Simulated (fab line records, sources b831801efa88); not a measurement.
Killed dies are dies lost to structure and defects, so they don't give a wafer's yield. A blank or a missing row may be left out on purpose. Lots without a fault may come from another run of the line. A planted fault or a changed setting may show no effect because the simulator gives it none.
Chamber matching | flow gf180mcu | GF_CONTACT_CVD_02 on pecvd-02: 3 sister chambers
The step deposits SiO2 from TEOS, target thk 860 nm, time 95.992 s. 22 wafers are shown with their chamber, then 11 later ones without.

WAFERS WITH THEIR CHAMBER
wafer  | chamber | heater_power_w (W)
L074.2 | 0       | 664
L074.4 | 1       | 640
L074.6 | 0       | 538
L075.4 | 0       | 612
L075.5 | 1       | 775
L075.6 | 2       | 836
L081.2 | 2       | 795
L081.3 | 2       | 647
L081.5 | 2       | 724
L083.3 | 1       | 728
L083.4 | 0       | 615
L083.6 | 2       | 647
L084.2 | 1       | 723
L084.3 | 2       | 743
L084.4 | 0       | 648
L085.1 | 1       | 781
L085.3 | 0       | 618
L085.6 | 2       | 734
L088.1 | 1       | 722
L088.3 | 0       | 587
L088.4 | 2       | 796
L089.2 | 1       | 753

SIGNATURES (means of the wafers above)
reading        | chamber 0 | chamber 1 | chamber 2 | scatter within a chamber
heater_power_w | 611.71    | 731.71    | 740.25    | 54.5
Rule: a wafer's distance from a chamber is the root of the sum, over the readings, of the square of ((its reading less the chamber's mean) divided by the reading's scatter). The wafer belongs to the nearest chamber; if the next one is less than 2 further off, it can't be placed. The scatter: the root of (the sum of the squares of (reading less its chamber's mean) over the shown wafers, divided by (wafers less chambers)).

WAFERS WITHOUT THEIR CHAMBER
wafer  | heater_power_w (W)
L089.3 | 553
L089.4 | 662
L093.1 | 657
L093.2 | 553
L093.5 | 621
L094.3 | 719
L094.4 | 651
L094.5 | 764
L095.1 | 750
L095.3 | 558
L095.4 | 777

WHICH CHAMBER EACH WENT THROUGH
wafer  | from the rows above          | in truth
L089.3 | 0                            | 0
L089.4 | can't be placed: 0 or 1 or 2 | 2
L093.1 | can't be placed: 0 or 1 or 2 | 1
L093.2 | 0                            | 0
L093.5 | can't be placed: 0 or 1      | 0
L094.3 | can't be placed: 1 or 2 or 0 | 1
L094.4 | can't be placed: 0 or 1 or 2 | 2
L094.5 | can't be placed: 2 or 1      | 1
L095.1 | can't be placed: 2 or 1      | 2
L095.3 | 0                            | 0
L095.4 | can't be placed: 2 or 1      | 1
Placed correctly: 3 of 11. Can't be placed from these rows: 8 (the true chamber is among the candidates in 8). Placed wrongly: 0.
